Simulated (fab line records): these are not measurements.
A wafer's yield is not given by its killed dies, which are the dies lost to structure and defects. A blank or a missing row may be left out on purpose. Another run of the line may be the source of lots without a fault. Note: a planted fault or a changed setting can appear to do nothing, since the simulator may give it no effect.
Which tool is to blame? || flow sky130 || Sampling: 6 lots, 18 wafers, 4 of 708 route steps

## WHAT EACH GAUGE READ, for each wafer
SKY_NWELL_TW_MEAS_15.
{"lot": "L268", "measured": "day 5 01:45", "on": "film metro-03", "NWELL_TW": "1820 1830 1833"}
{"lot": "L270", "measured": "day 5 17:29", "on": "film metro-04", "NWELL_TW": "1809 1800 1810"}
{"lot": "L272", "measured": "day 6 01:34", "on": "film metro-02", "NWELL_TW": "1815 1812 1799"}
{"lot": "L278", "measured": "day 7 19:28", "on": "film metro-03", "NWELL_TW": "1829 1837 1824"}
{"lot": "L282", "measured": "day 8 12:26", "on": "film metro-02", "NWELL_TW": "1800 1802 1794"}
{"lot": "L287", "measured": "day 9 14:46", "on": "film metro-04", "NWELL_TW": "1814 1821 1811"}

## WHAT TOOL EACH LOT RAN ON (gives the tool, then ch and the chambers of the sampled wafers, and finally the start)
{"lot": "L268", "SKY_FIELD_ISO_STRIP_16": "plasma asher-02 ch 0,1, day 2 15:53", "SKY_FIELD_ISO_ETCH_17": "rie si-01 ch 0,1,2, day 2 15:59", "SKY_DNWELL_STRIP_08": "plasma asher-04 ch 0,1, day 3 15:07"}
{"lot": "L270", "SKY_FIELD_ISO_STRIP_16": "plasma asher-01 ch 0,1, day 3 04:35", "SKY_FIELD_ISO_ETCH_17": "rie si-01 ch 1,2, day 3 04:38", "SKY_DNWELL_STRIP_08": "plasma asher-04 ch 0,1, day 4 06:00"}
{"lot": "L272", "SKY_FIELD_ISO_STRIP_16": "plasma asher-03 ch 0,1, day 3 11:50", "SKY_FIELD_ISO_ETCH_17": "rie si-01 ch 1,2,3, day 3 11:54", "SKY_DNWELL_STRIP_08": "plasma asher-01 ch 0,1, day 4 13:16"}
{"lot": "L278", "SKY_FIELD_ISO_STRIP_16": "plasma asher-02 ch 0,1, day 4 21:26", "SKY_FIELD_ISO_ETCH_17": "rie si-01 ch 2,3, day 4 21:30", "SKY_DNWELL_STRIP_08": "plasma asher-02 ch 0,1, day 6 03:54"}
{"lot": "L282", "SKY_FIELD_ISO_STRIP_16": "plasma asher-02 ch 0,1, day 5 16:21", "SKY_FIELD_ISO_ETCH_17": "rie si-02 ch 0,2,3, day 5 16:27", "SKY_DNWELL_STRIP_08": "plasma asher-01 ch 0,1, day 6 19:34"}
{"lot": "L287", "SKY_FIELD_ISO_STRIP_16": "plasma asher-01 ch 0,1, day 6 18:07", "SKY_FIELD_ISO_ETCH_17": "rie si-02 ch 0,3, day 6 18:13", "SKY_DNWELL_STRIP_08": "plasma asher-02 ch 0,1, day 7 21:58"}
- SKY_FIELD_ISO_STRIP_16: strips in O2/N2.
- SKY_FIELD_ISO_ETCH_17: etches Si in HBr/Cl2/O2, target depth 342 nm, time 97.7 s.
- SKY_DNWELL_STRIP_08: strips in O2/N2.

## THE ANSWER, worked out from the rows above alone
Rule: usual is defined by the lots themselves. Put in order of their means at a reading, lots are off if they are a third of the lots or fewer, leave a main group of 4 or more, and stand apart from it by a gap of 3 or more times the standard deviation of the main group's means; of several such gaps the widest counts. A main group whose means are all the same, to the digits that the tables above print for the reading, isn't used. Also off: a lot with no number at a reading for which 4 or more lots have one. Where the step has rows for the other lots, those lots are counted as sound.
No lot is off at any reading shown: from this, nothing can be told.

## WHAT THE SIMULATOR HAD INSERTED
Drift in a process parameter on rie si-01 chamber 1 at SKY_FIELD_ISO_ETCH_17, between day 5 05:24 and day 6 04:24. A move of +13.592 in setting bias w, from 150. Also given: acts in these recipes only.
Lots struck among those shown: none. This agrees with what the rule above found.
